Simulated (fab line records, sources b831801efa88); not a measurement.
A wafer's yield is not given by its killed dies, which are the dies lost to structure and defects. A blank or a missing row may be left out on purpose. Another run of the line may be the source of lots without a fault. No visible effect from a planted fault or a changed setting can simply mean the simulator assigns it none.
fab line records	flow sfq_line
record lots=5	wafers=15	last_day=90
route steps=325 shown JJ@181
lots untouched by any fault: they come from a run of this same line in which no faults occurred
start_h: the number of hours between the record's first day and the start of the first shown wafer of the lot	wait_h: hours from the lot's prior step to this one	" as in the row above	L1.1+2: several wafers, shown together as one row	- no value, or no start given	* or withheld: withheld	< > ~ a bound
route shown NAME@n: names a module that has steps shown in the file, with the first one's number in the route	usual: average and standard deviation across the fault-free wafers	same: alike in all rows	chamber/n: place in a boat	sites: each site's reading	_std_site: the standard deviation of these	_edge_site: the outer-site mean with the inner-site mean subtracted	radius_mm: for every site, how far away it sits from the centre of the wafer	mask NAME#n: copy n	behind: tool/chamber where the wafer was last shaped	hold: why the lot went on hold/how many hours it stayed there/how the hold came to an end	device: the n, p or np transistor that did not switch	end of line: tests of these same wafers at the route's end	for a step that has no rows: nothing shown but its recipe	killed: at the first sort, the dies lost to defects and structure; wafer yield is something else	map: per-die view of a wafer (x killed, . not killed, _ where there is no die)
set.NAME: the setting that was run; set.NAME@STEP: the one run at that earlier step	model.NAME: the simulator's own value behind a step, which no gauge read
lots at some steps of the route; a table a step, a row a wafer
services: from which hour (start_h, from the record's first day; less than 0 if before it) a tool's chamber was out of use, for how many hours, and why
## steps
# step SFQ_TRILAYER_JJ_TRILAYER_DEP_AL_OXIDATION_111
# recipe pressure_mbar=0.014667	oxidation_time_s=600	temperature_k=293
# step SFQ_TRILAYER_JJ_TRILAYER_DEP_SPUTTER_112
# recipe material=Nb	base_pressure_pa=1.33e-06	chamber_pressure_pa=0.1333	substrate_temp_c=20	target_thk_nm=170	power_w=2000	time_s=113.3
# usual throttle_valve_pct=30.2/1.1
lot.wafer	tool	chamber	start_h	wait_h	throttle_valve_pct
L358.3	pvd_sputter-03	-	1214.99	0.5	30.6
L358.5	"	-	"	"	30.1
L358.6	"	-	"	"	27.6
L365.1	pvd_sputter-04	-	1303.29	0.5	28.9
L365.3	"	-	"	"	30.8
L365.4	"	-	"	"	29.8
L369.1	pvd_sputter-03	-	1336.16	0.5	31.6
L369.2	"	-	"	"	30.6
L369.4	"	-	"	"	30.3
L374.2	pvd_sputter-04	-	1375.56	0.5	31.2
L374.3	"	-	"	"	29.9
L374.4	"	-	"	"	31.3
L375.3	pvd_sputter-04	-	1510.62	0.5	31.2
L375.4	"	-	"	"	31.2
L375.5	"	-	"	"	30.1
# step SFQ_JJ_RS_MEAS_929
# recipe thk_meas_gauge=four-point-probe	reads=Nb_of_TRILAYER_JJ_TRILAYER_DEP_SPUTTER_112
# usual JJ_NB_RS=1.049/0.012
lot.wafer	tool	chamber	start_h	wait_h	JJ_NB_RS[ohm/sq]
L358.3	film_metro-03	-	1215.11	0.1	1.053
L358.5	"	-	"	"	1.057
L358.6	"	-	"	"	1.039
L365.1	film_metro-03	-	1303.37	0.0	1.046
L365.3	"	-	"	"	1.046
L365.4	"	-	"	"	1.047
L369.1	film_metro-04	-	1336.24	0.0	1.049
L369.2	"	-	"	"	1.037
L369.4	"	-	"	"	1.044
L374.2	film_metro-01	-	1375.66	0.1	1.045
L374.3	"	-	"	"	1.063
L374.4	"	-	"	"	1.052
L375.3	film_metro-04	-	1510.74	0.1	1.065
L375.4	"	-	"	"	1.055
L375.5	"	-	"	"	1.059
# step SFQ_TRILAYER_JJ_CE_LITHO_COAT_119
# recipe resist=BARC	spin_rpm=3000	resist_thk_nm=62
# step SFQ_TRILAYER_JJ_CE_LITHO_COAT_114
# recipe resist=KrF	spin_rpm=3000	resist_thk_nm=600
# step SFQ_TRILAYER_JJ_CE_LITHO_SOFTBAKE_118
# recipe temp_c=withheld	time_s=withheld	resist=KrF
# step SFQ_TRILAYER_JJ_CE_LITHO_EXPOSE_115
# recipe mask_id=J5	na=0.6	source_shape=conventional	sigma_outer=0.65	target_cd_nm=700	dose_mj=14.4
# step SFQ_TRILAYER_JJ_CE_LITHO_PEB_117
# recipe peb_temp_c=115	peb_time_s=60	resist=KrF
# step SFQ_TRILAYER_JJ_CE_LITHO_DEVELOP_116
# recipe time_s=60	resist=KrF
# step SFQ_JJ_OVL_MEAS_931
# usual J5_OVL=2/4.8
lot.wafer	tool	chamber	start_h	wait_h	J5_OVL[nm]
L358.3	overlay-01	-	1222.82	0.1	2
L358.5	"	-	"	"	5
L358.6	"	-	"	"	-4
L365.1	overlay-02	-	1305.80	0.1	1
L365.3	"	-	"	"	2
L365.4	"	-	"	"	4
L369.1	overlay-01	-	1338.98	0.1	7
L369.2	"	-	"	"	4
L369.4	"	-	"	"	0
L374.2	overlay-02	-	1378.46	0.1	4
L374.3	"	-	"	"	3
L374.4	"	-	"	"	2
L375.3	overlay-01	-	1513.20	0.1	2
L375.4	"	-	"	"	8
L375.5	"	-	"	"	-5
# step SFQ_TRILAYER_JJ_CE_METRO_MEASURE_117
# usual cd_nm=699.9/1.3
lot.wafer	tool	chamber	start_h	wait_h	cd_nm
L358.3	cd_sem-02	-	1223.24	0.4	698.9
L358.5	"	-	"	"	699.3
L358.6	"	-	"	"	699.5
L365.1	cd_sem-02	-	1305.84	0.0	698.1
L365.3	"	-	"	"	698.7
L365.4	"	-	"	"	698.1
L369.1	cd_sem-02	-	1339.01	0.0	700.6
L369.2	"	-	"	"	700.8
L369.4	"	-	"	"	701.0
L374.2	cd_sem-01	-	1378.69	0.2	699.6
L374.3	"	-	"	"	698.1
L374.4	"	-	"	"	698.4
L375.3	cd_sem-02	-	1513.62	0.4	700.4
L375.4	"	-	"	"	702.1
L375.5	"	-	"	"	701.0
# step SFQ_TRILAYER_JJ_CE_BARC_OPEN_RIE_150
# recipe mask_material=PR	chemistry=O2	target_depth_nm=240	target=BARC	icp_w=600	bias_w=80	pressure_mtorr=10	time_s=80
# usual chamber_pressure_mTorr=10.000/0.0093	drypump_motor_current_A=5.7/0.45	oes_product_au=0.537/0.0046
lot.wafer	tool	chamber	start_h	wait_h	chamber_pressure_mTorr	drypump_motor_current_A	oes_product_au	rf_hours_counter_h
L358.3	rie_metal-04	0	1224.10	0.7	10.001	5.1	0.539	-
L358.5	"	0	"	"	9.999	5.1	0.537	-
L358.6	"	0	"	"	9.991	5.1	0.531	-
L365.1	rie_metal-04	1	1307.04	1.0	7.997	5.8	0.532	8
L365.3	"	0	"	"	10.008	5.1	0.544	-
L365.4	"	1	"	"	8.003	5.8	0.536	-
L369.1	rie_metal-03	1	1340.21	1.0	9.994	6.0	0.546	17
L369.2	"	0	"	"	10.009	6.1	0.541	75
L369.4	"	0	"	"	9.998	6.1	0.539	-
L374.2	rie_metal-02	0	1379.69	0.8	10.011	6.3	0.534	126
L374.3	"	0	"	"	9.989	6.3	0.544	-
L374.4	"	1	"	"	10.011	5.4	0.533	-
L375.3	rie_metal-02	0	1514.45	0.6	9.993	6.3	0.539	-
L375.4	"	1	"	"	10.008	5.4	0.534	-
L375.5	"	0	"	"	9.990	6.3	0.537	-
# step SFQ_TRILAYER_JJ_CE_ETCH_RIE_118
# recipe target=Nb	stop_on=Al2O3	mask_material=PR	taper_deg=13.257	over_etch_frac=0.15	time_s=97.7	chemistry=SF6	target_depth_nm=170	icp_w=600	bias_w=80	pressure_mtorr=10
# usual chamber_pressure_mTorr=10.000/0.0096	drypump_motor_current_A=5.7/0.46	oes_product_au=0.989/0.0064
# same over_etch_frac=0.15
lot.wafer	tool	chamber	start_h	wait_h	chamber_pressure_mTorr	drypump_motor_current_A	oes_product_au	rf_hours_counter_h
L358.3	rie_metal-04	0	1224.30	0.2	9.991	5.0	0.990	-
L358.5	"	0	"	"	10.007	5.1	0.985	-
L358.6	"	0	"	"	9.999	5.1	0.997	-
L365.1	rie_metal-04	1	1307.13	0.1	10.002	5.8	0.988	8
L365.3	"	0	"	"	10.015	5.1	0.986	-
L365.4	"	1	"	"	10.004	5.8	0.990	-
L369.1	rie_metal-03	1	1340.31	0.1	10.010	6.0	0.982	18
L369.2	"	0	"	"	10.016	6.1	1.002	75
L369.4	"	0	"	"	9.999	6.1	0.996	-
L374.2	rie_metal-02	0	1379.78	0.1	10.006	6.3	0.994	126
L374.3	"	0	"	"	10.005	6.3	0.983	-
L374.4	"	1	"	"	10.000	5.4	0.990	-
L375.3	rie_metal-02	0	1514.55	0.1	10.005	6.3	0.978	-
L375.4	"	1	"	"	10.002	5.4	0.994	-
L375.5	"	0	"	"	9.993	6.3	0.980	-
## services
tool	chamber	start_h	hours	kind
pvd_sputter-03	-	1191.40	0.7	repair
cd_sem-02	-	1206.27	2.6	pm
rie_metal-02	-	1219.29	0.8	repair
cd_sem-01	-	1228.14	0.4	pm
cd_sem-02	-	1229.67	1.9	pm
cd_sem-02	-	1246.61	24.7	repair
pvd_sputter-04	-	1248.97	8.8	repair
rie_metal-03	-	1268.64	2.8	pm
cd_sem-02	-	1271.29	0.7	pm
cd_sem-01	-	1276.90	0.4	pm
rie_metal-02	-	1295.42	1.4	pm
cd_sem-02	-	1301.08	2.4	pm
cd_sem-02	-	1345.71	1.0	pm
rie_metal-04	-	1353.39	2.8	pm
cd_sem-02	-	1390.27	1.0	pm
rie_metal-02	1	1397.02	29.0	repair
rie_metal-03	-	1412.31	1.1	repair
pvd_sputter-03	-	1432.03	1.3	repair
cd_sem-02	-	1439.05	0.5	pm
pvd_sputter-03	-	1452.75	2.8	repair
cd_sem-02	-	1453.48	28.8	repair
cd_sem-02	-	1484.31	7.7	repair
rie_metal-03	1	1486.83	5.3	repair
cd_sem-02	-	1499.67	0.5	pm
## key
first_sign step=SFQ_TRILAYER_JJ_CE_BARC_OPEN_RIE_150	reading=chamber_pressure_mTorr	direction=down	sigmas=99+	usual=10.000	struck=8.000
effect none on later readings
met_at SFQ_TRILAYER_JJ_CE_BARC_OPEN_RIE_150
struck_wafers L365.1,L365.4
fault kind=process_parameter_drift	tool=rie_metal-04	chamber=1	onset_h=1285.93	steps=SFQ_TRILAYER_JJ_CE_BARC_OPEN_RIE_150	channel=pressure_mtorr	offset=-2	shape=step	end_h=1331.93	acts_in=these_recipes_only	stated=10
